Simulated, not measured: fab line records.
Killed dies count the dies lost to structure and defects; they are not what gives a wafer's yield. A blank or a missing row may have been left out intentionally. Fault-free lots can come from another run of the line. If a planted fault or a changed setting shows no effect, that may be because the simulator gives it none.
One fault through the eyes of 2 desks :: flow sky130 :: each desk has only its own numbers; what lay behind them comes last

## FROM THE METROLOGY DESK
What the gauges read for every lot (on any tool): the sampled wafers with a number, averaged. Any lot whose mean is over 4 standard deviations away from the usual mean is out of limits and marked OUT; that distance is given in the brackets.
Columns: A = LDD_N_TW at SKY_LDD_N_TW_MEAS_17, usual 2604; B = SPACER_CVD_00_THK at SKY_SPACER_THK_MEAS_01, usual 43.0 nm; C = SD_P_OVL at SKY_SD_P_OVL_MEAS_08, usual -1.3 nm
lot: L649
first seen here: day 18 18:03
A: 2597
B: 43.3
C: 0.6

lot: L648
first seen here: day 18 21:01
A: 2591
B: 43.1
C: -1.0

lot: L651
first seen here: day 18 21:12
A: 2587
B: 43.2
C: -1.9

lot: L652
first seen here: day 19 07:11
A: 2619
B: 43.0
C: -1.4

lot: L653
first seen here: day 19 18:34
A: 2612
B: 43.3
C: -1.4

lot: L655
first seen here: day 20 12:24
A: 2619
B: 42.5
C: -0.6

lot: L660
first seen here: day 22 08:07
A: 2605
B: 42.9
C: -3.1

lot: L661
first seen here: day 22 22:10
A: 2603
B: 42.6
C: -2.1

lot: L662
first seen here: day 23 04:50
A: 2610
B: 33.6 (-23) OUT
C: -0.4

lot: L663
first seen here: day 23 11:50
A: 2612
B: 33.3 (-24) OUT
C: -1.0

lot: L664
first seen here: day 23 15:45
A: 2605
B: 33.5 (-23) OUT
C: -1.2
Finding of this desk: L662, L663, L664 out of limits, first seen on L662 at day 28 04:48 (SPACER_CVD_00_THK at SKY_SPACER_THK_MEAS_01). L649, L648, L651, L652, L653, L655, L660, L661 stayed within limits.

## TOOL OWNER'S DESK, lpcvd-02
The tool's own readings at SKY_SPACER_CVD_00 (deposits Si3N4 from DCS/NH3, target thk 43.1 nm, time 740 s): means of the sampled wafers that have a number, for each lot that ran on this tool. Any lot whose mean is over 4 standard deviations away from the usual mean is out of limits and marked OUT; that distance is given in the brackets.
Columns: A = spikeTcLowerC at SKY_SPACER_CVD_00, usual 771.7 C; B = spikeTcUpperC at SKY_SPACER_CVD_00, usual 769.2 C
lot: L649
first seen here: day 23 22:58
A: 772.5
B: 769.3

lot: L648
first seen here: day 24 01:14
A: 769.8
B: 769.8

lot: L651
first seen here: day 24 02:26
A: 769.8
B: 769.0

lot: L652
first seen here: day 24 11:49
A: 770.0
B: 769.6

lot: L653
first seen here: day 24 21:57
A: 770.0
B: 769.9

lot: L655
first seen here: day 25 14:28
A: 770.5
B: 769.7

lot: L660
first seen here: day 27 08:43
A: 771.1
B: 769.9

lot: L661
first seen here: day 27 21:59
A: 772.7
B: 769.1

lot: L662
first seen here: day 28 03:34
A: 773.2
B: 768.8

lot: L663
first seen here: day 28 10:07
A: 773.4
B: 768.6

lot: L664
first seen here: day 28 13:57
A: 772.6
B: 768.3
This desk's verdict: no lot among the 11 shows anything out of limits.

## ALL TOGETHER
Metrology desk: alarm possible at day 28 04:48 on L662, L663, L664.
The desk of the tool owner found nothing out of limits.
On record at the tool owner's desk: L662, L663, L664, within its limits.
All the named lots went through SKY_SPACER_CVD_00 on lpcvd-02.

## WHAT THE SIMULATOR HAD PUT IN
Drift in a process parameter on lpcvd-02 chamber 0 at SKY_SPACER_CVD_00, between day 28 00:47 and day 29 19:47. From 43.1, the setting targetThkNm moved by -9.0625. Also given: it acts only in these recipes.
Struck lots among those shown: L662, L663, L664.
Per desk, hours elapsed from the start of the fault to the first reading out of limits: for the metrology desk, 4.
